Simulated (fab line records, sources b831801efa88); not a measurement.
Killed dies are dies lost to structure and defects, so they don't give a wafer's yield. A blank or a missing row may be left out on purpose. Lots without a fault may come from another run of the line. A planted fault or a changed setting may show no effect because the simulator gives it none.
Chamber matching | flow gf180mcu | GF_V5_CMP_04 on cmp-01: 4 sister chambers
The step polishes SiO2. 4 wafers are shown with their chamber, then 9 later ones without.

WAFERS WITH THEIR CHAMBER
wafer  | chamber | motor_current_A (A)
L406.4 | 0       | 12.8
L408.1 | 2       | 10.7
L408.2 | 3       | 9.2
L408.3 | 1       | 12.9

WAFERS WITHOUT THEIR CHAMBER
wafer  | motor_current_A (A)
L409.3 | 10.0
L409.5 | 10.2
L409.6 | 9.2
L411.1 | 9.1
L411.3 | 13.9
L411.5 | 12.7
L412.1 | 10.5
L412.3 | 9.9
L412.5 | 13.6

WHICH CHAMBER EACH WENT THROUGH
wafer  | from the rows above     | in truth
L409.3 | can't be placed: 2 or 3 | 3
L409.5 | can't be placed: 2 or 3 | 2
L409.6 | 3                       | 3
L411.1 | 3                       | 3
L411.3 | can't be placed: 1 or 0 | 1
L411.5 | can't be placed: 0 or 1 | 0
L412.1 | can't be placed: 2 or 3 | 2
L412.3 | can't be placed: 3 or 2 | 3
L412.5 | can't be placed: 1 or 0 | 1
Placed correctly: 2 of 9. Can't be placed from these rows: 7 (the true chamber is among the candidates in 7). Placed wrongly: 0.
How it was worked out, from the rows above alone: a wafer's distance from a chamber is the root of the sum, over the readings, of the square of ((its reading less the chamber's mean) divided by the reading's scatter). The wafer belongs to the nearest chamber; if the next one is less than 2 further off, it can't be placed. A chamber's mean is the mean of its shown wafers. The scatter: with one shown wafer a chamber, the root of the mean of the squares of how far each hidden wafer lies from its nearest shown one.
